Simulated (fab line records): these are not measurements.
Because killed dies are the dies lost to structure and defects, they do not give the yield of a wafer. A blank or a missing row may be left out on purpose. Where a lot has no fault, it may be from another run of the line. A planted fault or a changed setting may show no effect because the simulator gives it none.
Comparing a struck lot with a sound one | flow gf180mcu | 16 steps out of a route of 602
Sound: the wafers L278.2, L278.3, L278.4. The struck wafers were L284.1, L284.3, L284.5. The cause is given at the end.
At each step with rows: each side's tool, then ch and its chambers, then its first start. Under that, the readings that differ: sound wafers | struck wafers | difference of the means | sigmas: that difference in standard deviations of wafers without a fault.
alike: same words and numbers on both sides, and readings whose means sit less than 2 such deviations apart. not compared: any withheld reading, any reading some wafer has no value for, any bound like >300 that may hide the same value, and any number with overlapping values for which the record gives no deviation.
The two part at a step that has a row with sigmas, a row that says differs or no value, or rows on one side only. Numbers that don't overlap but have no deviation are shown without sigmas and don't part them. A reading missing from all wafers of one side parts the sides only when that side holds two or more wafers.

first, 6 steps without rows for these wafers: GF_M3_HMDS_08 (prime time 60 s); GF_M3_COAT_09 (resist thk 1000 nm); GF_M3_SOFTBAKE_10 (time 60 s); GF_M3_EXPOSE_11 (exposes mask Metal3, target cd 280 nm); GF_M3_PEB_12 (peb time 90 s); GF_M3_DEVELOP_13 (develop time 60 s).
GF_M3_CD_MEAS_14: target cd 280 nm.
  struck on cd sem-01, day 26 11:42; sound on cd sem-01, day 24 12:20
  alike: cd nm
GF_M3_OVL_MEAS_15:
  struck on overlay-01, day 26 11:49; sound on overlay-02, day 24 12:26
  alike: M3_OVL
GF_M3_METAL_ETCH_16: etches the open film in Cl2/BCl3, stops on SiO2, target depth 750.8 nm, time 125.1 s.
  sound on rie metal-04 ch 0,1, day 24 12:28; struck on rie metal-03 ch 1, day 26 11:52
  reading                     | sound       | struck      | difference | sigmas
  drypump motor current A (A) | 5.2 5.6 5.2 | 6.4 6.4 6.4 | +1.1       | +2
  alike: bias w, oes product au, throttle valve pct
  not compared: rf hours counter h
GF_M3_STRIP_17: strips in O2/N2.
  sound on plasma asher-01 ch 0,1, day 24 12:35; struck on plasma asher-02 ch 0,1, day 26 12:07
  reading            | sound       | struck      | difference | sigmas
  heater power w (W) | 327 322 375 | 379 467 448 | +90        | +2
  alike: drypump motor current A, oes product au, strip time to endpoint s
  not compared: rf hours counter h
then, 2 steps without rows for these wafers: GF_M3_STRIP_18 (strips in post etch residue remover, time 1200 s); GF_M3_CLEAN_19 (cleans in DIW).
GF_V3_CVD_00: deposits SiO2, target thk 600 nm, time 100 s.
  sound on hdpcvd-02 ch 0,1, day 24 13:14; struck on hdpcvd-01 ch 1,2, day 26 12:41
  reading                             | sound             | struck            | difference | sigmas
  sih4 flow sccm (sccm)               | 60.05 60.09 59.92 | 50.81 51.20 51.23 | -8.94      | -53
  model.SiO2_of_V3_CVD_00.thk nm (nm) | 592.8 595.9 587.8 | 522.4 498.3 508.4 | -82.5      |
  alike: pressure mtorr
GF_V3_THK_MEAS_01:
  struck on film metro-02, day 26 12:45; sound on film metro-02, day 24 13:19
  reading            | sound       | struck      | difference | sigmas
  V3_CVD_00_THK (nm) | 593 596 588 | 523 499 508 | -82        | -15
GF_V3_CVD_02: deposits SiO2 from TEOS, target thk 850 nm, time 94.851 s.
  sound on pecvd-01 ch 0,1,2, day 24 13:22; struck on pecvd-02 ch 0,2, day 26 12:49
  alike: heater power w
-- the record jumps here: 7 days lie between the struck wafers' starts before and after (it left off in module V3 and takes up again in module PASSIVATION, whose first step shown is number 602 of the route) --
GF_PASSIVATION_PROBE_99:
  record: rows for the struck wafers here (prober-01, day 33 03:23), none for the sound ones

WHERE THEY PART
At GF_M3_METAL_ETCH_16 first; at GF_PASSIVATION_PROBE_99 last (within this record only).

WHY: what the simulator had put in
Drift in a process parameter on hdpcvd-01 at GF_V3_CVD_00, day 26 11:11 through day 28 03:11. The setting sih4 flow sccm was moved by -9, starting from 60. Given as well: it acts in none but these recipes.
